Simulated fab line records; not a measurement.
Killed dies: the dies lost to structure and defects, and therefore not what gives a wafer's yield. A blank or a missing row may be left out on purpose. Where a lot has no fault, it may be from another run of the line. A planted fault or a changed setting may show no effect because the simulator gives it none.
Which tool did it? :: flow sky130 :: 12 lots, 36 wafers sampled, at 3 steps of a route of 708

## WHAT THE GAUGES READ, wafer by wafer
SKY_METAL5_THK_MEAS_06: measures by xrf.
lot: L973
measured: day 43 02:43
on: film_metro-03
METAL5_ALCU_THK (nm): 1157 1165 1149

lot: L974
measured: day 43 04:16
on: film_metro-03
METAL5_ALCU_THK (nm): 1141 1138 1138

lot: L975
measured: day 43 09:25
on: film_metro-04
METAL5_ALCU_THK (nm): 1139 1143 1146

lot: L976
measured: day 43 14:45
on: film_metro-03
METAL5_ALCU_THK (nm): 1148 1163 1144

lot: L977
measured: day 43 21:41
on: film_metro-04
METAL5_ALCU_THK (nm): 1149 1150 1144

lot: L980
measured: day 44 09:29
on: film_metro-03
METAL5_ALCU_THK (nm): 1129 1152 1140

lot: L983
measured: day 45 05:28
on: film_metro-04
METAL5_ALCU_THK (nm): 1154 1145 1150

lot: L990
measured: day 47 16:07
on: film_metro-03
METAL5_ALCU_THK (nm): 1145 1158 1149

lot: L992
measured: day 47 17:08
on: film_metro-03
METAL5_ALCU_THK (nm): 1173 1177 1160

lot: L991
measured: day 47 19:41
on: film_metro-01
METAL5_ALCU_THK (nm): 1130 1138 1138

lot: L996
measured: day 48 19:26
on: film_metro-04
METAL5_ALCU_THK (nm): 1149 1168 1162

lot: L995
measured: day 48 23:40
on: film_metro-01
METAL5_ALCU_THK (nm): 1147 1141 1138

## EACH LOT AND THE TOOL THAT RAN IT (in order: tool; ch and the chambers of the sampled wafers; start)
lot: L973
SKY_VIA1_CMP_24: cmp-02 ch 1,2,3, day 34 07:40
SKY_VIA4_SPUTTER_17: pvd_sputter-02, day 43 01:43

lot: L974
SKY_VIA1_CMP_24: cmp-01 ch 0,1,2, day 34 10:57
SKY_VIA4_SPUTTER_17: pvd_sputter-04, day 43 02:48

lot: L975
SKY_VIA1_CMP_24: cmp-02 ch 0,1, day 34 12:28
SKY_VIA4_SPUTTER_17: pvd_sputter-01, day 43 08:25

lot: L976
SKY_VIA1_CMP_24: cmp-02 ch 0,2,3, day 35 01:59
SKY_VIA4_SPUTTER_17: pvd_sputter-04, day 43 13:46

lot: L977
SKY_VIA1_CMP_24: cmp-01 ch 1,2,3, day 35 04:17
SKY_VIA4_SPUTTER_17: pvd_sputter-04, day 43 20:32

lot: L980
SKY_VIA1_CMP_24: cmp-01 ch 2,3, day 35 22:28
SKY_VIA4_SPUTTER_17: pvd_sputter-01, day 44 08:30

lot: L983
SKY_VIA1_CMP_24: cmp-01 ch 0,1, day 36 17:48
SKY_VIA4_SPUTTER_17: pvd_sputter-01, day 45 04:29

lot: L990
SKY_VIA1_CMP_24: cmp-02 ch 0,1,3, day 39 15:52
SKY_VIA4_SPUTTER_17: pvd_sputter-02, day 47 15:08

lot: L992
SKY_VIA1_CMP_24: cmp-01 ch 0,3, day 39 19:52
SKY_VIA4_SPUTTER_17: pvd_sputter-01, day 47 16:09

lot: L991
SKY_VIA1_CMP_24: cmp-01 ch 0,2,3, day 39 20:19
SKY_VIA4_SPUTTER_17: pvd_sputter-01, day 47 18:42

lot: L996
SKY_VIA1_CMP_24: cmp-02 ch 0,1,2, day 41 02:33
SKY_VIA4_SPUTTER_17: pvd_sputter-04, day 48 17:13

lot: L995
SKY_VIA1_CMP_24: cmp-02 ch 2,3, day 41 09:21
SKY_VIA4_SPUTTER_17: pvd_sputter-04, day 48 20:50
- SKY_VIA1_CMP_24: polishes, stops on SiO2, t overpolish 15 s, target thk 0 nm.
- SKY_VIA4_SPUTTER_17: material TiN, target thk 20 nm, time 80 s.

## AS READ BY THE TOOLS THEMSELVES (means over the sampled wafers that have a number; for cases with no such wafer, the mark the record gives instead)
SKY_VIA1_CMP_24.
lot: L973
tool: cmp-02
motor_current_A (A): 11.7
overpolish_run_s (s): 15.006
retaining_ring_pressure_frac: 0.997
slurry_flow_ml_min: 149.9
time_to_endpoint_s (s): 63.7

lot: L974
tool: cmp-01
motor_current_A (A): 12.0
overpolish_run_s (s): 15.001
retaining_ring_pressure_frac: 0.998
slurry_flow_ml_min: 149.6
time_to_endpoint_s (s): 66.8

lot: L975
tool: cmp-02
motor_current_A (A): 10.3
overpolish_run_s (s): 15.009
retaining_ring_pressure_frac: 0.998
slurry_flow_ml_min: 150.6
time_to_endpoint_s (s): 61.6

lot: L976
tool: cmp-02
motor_current_A (A): 10.9
overpolish_run_s (s): 15.006
retaining_ring_pressure_frac: 1.003
slurry_flow_ml_min: 149.6
time_to_endpoint_s (s): 63.4

lot: L977
tool: cmp-01
motor_current_A (A): 12.2
overpolish_run_s (s): 14.990
retaining_ring_pressure_frac: 1.000
slurry_flow_ml_min: 149.9
time_to_endpoint_s (s): 65.9

lot: L980
tool: cmp-01
motor_current_A (A): 12.9
overpolish_run_s (s): 15.008
retaining_ring_pressure_frac: 1.003
slurry_flow_ml_min: 149.6
time_to_endpoint_s (s): 62.2

lot: L983
tool: cmp-01
motor_current_A (A): 12.1
overpolish_run_s (s): 14.997
retaining_ring_pressure_frac: 0.996
slurry_flow_ml_min: 149.6
time_to_endpoint_s (s): 61.6

lot: L990
tool: cmp-02
motor_current_A (A): 10.7
overpolish_run_s (s): 15.001
retaining_ring_pressure_frac: 1.004
slurry_flow_ml_min: 150.2
time_to_endpoint_s (s): 68.2

lot: L992
tool: cmp-01
motor_current_A (A): 11.8
overpolish_run_s (s): 14.999
retaining_ring_pressure_frac: 1.004
slurry_flow_ml_min: 150.2
time_to_endpoint_s (s): 64.0

lot: L991
tool: cmp-01
motor_current_A (A): 11.9
overpolish_run_s (s): 15.003
retaining_ring_pressure_frac: 0.998
slurry_flow_ml_min: 150.1
time_to_endpoint_s (s): 66.0

lot: L996
tool: cmp-02
motor_current_A (A): 11.1
overpolish_run_s (s): 15.001
retaining_ring_pressure_frac: 1.001
slurry_flow_ml_min: 149.9
time_to_endpoint_s (s): 66.6

lot: L995
tool: cmp-02
motor_current_A (A): 10.8
overpolish_run_s (s): 15.004
retaining_ring_pressure_frac: 1.003
slurry_flow_ml_min: 149.5
time_to_endpoint_s (s): 65.1

SKY_VIA4_SPUTTER_17.
lot: L973
tool: pvd_sputter-02
throttle_valve_pct (%): 30.0

lot: L974
tool: pvd_sputter-04
throttle_valve_pct (%): 30.1

lot: L975
tool: pvd_sputter-01
throttle_valve_pct (%): 30.2

lot: L976
tool: pvd_sputter-04
throttle_valve_pct (%): 30.4

lot: L977
tool: pvd_sputter-04
throttle_valve_pct (%): 30.3

lot: L980
tool: pvd_sputter-01
throttle_valve_pct (%): 30.3

lot: L983
tool: pvd_sputter-01
throttle_valve_pct (%): 29.6

lot: L990
tool: pvd_sputter-02
throttle_valve_pct (%): 29.6

lot: L992
tool: pvd_sputter-01
throttle_valve_pct (%): 30.1

lot: L991
tool: pvd_sputter-01
throttle_valve_pct (%): 29.9

lot: L996
tool: pvd_sputter-04
throttle_valve_pct (%): 30.2

lot: L995
tool: pvd_sputter-04
throttle_valve_pct (%): 30.1

## THE ANSWER, worked out from the rows above alone
Rule: the lots themselves supply what counts as usual. The widest of any qualifying gaps counts: lots, ordered by their means at a reading, are off when they make up no more than a third of the lots, leave a main group of 4 or more, and stand apart from it by 3 or more times the standard deviation of that group's means. The tables above print the reading to a certain number of digits; a main group whose means all agree to those digits is not used. Also off: a lot with no number at a reading for which 4 or more lots have one. Where the step has rows for the other lots, those lots are counted as sound. After the gauges, taken in route order, come the tools' own readings; for these a lot's mean is taken, as printed above. At the first step where some lot is off, the reading lying furthest off is the one used; lots without a number count as furthest.
No lot is off on any of the readings shown, so nothing can be concluded from this.

## WHAT THE SIMULATOR HAD PUT IN
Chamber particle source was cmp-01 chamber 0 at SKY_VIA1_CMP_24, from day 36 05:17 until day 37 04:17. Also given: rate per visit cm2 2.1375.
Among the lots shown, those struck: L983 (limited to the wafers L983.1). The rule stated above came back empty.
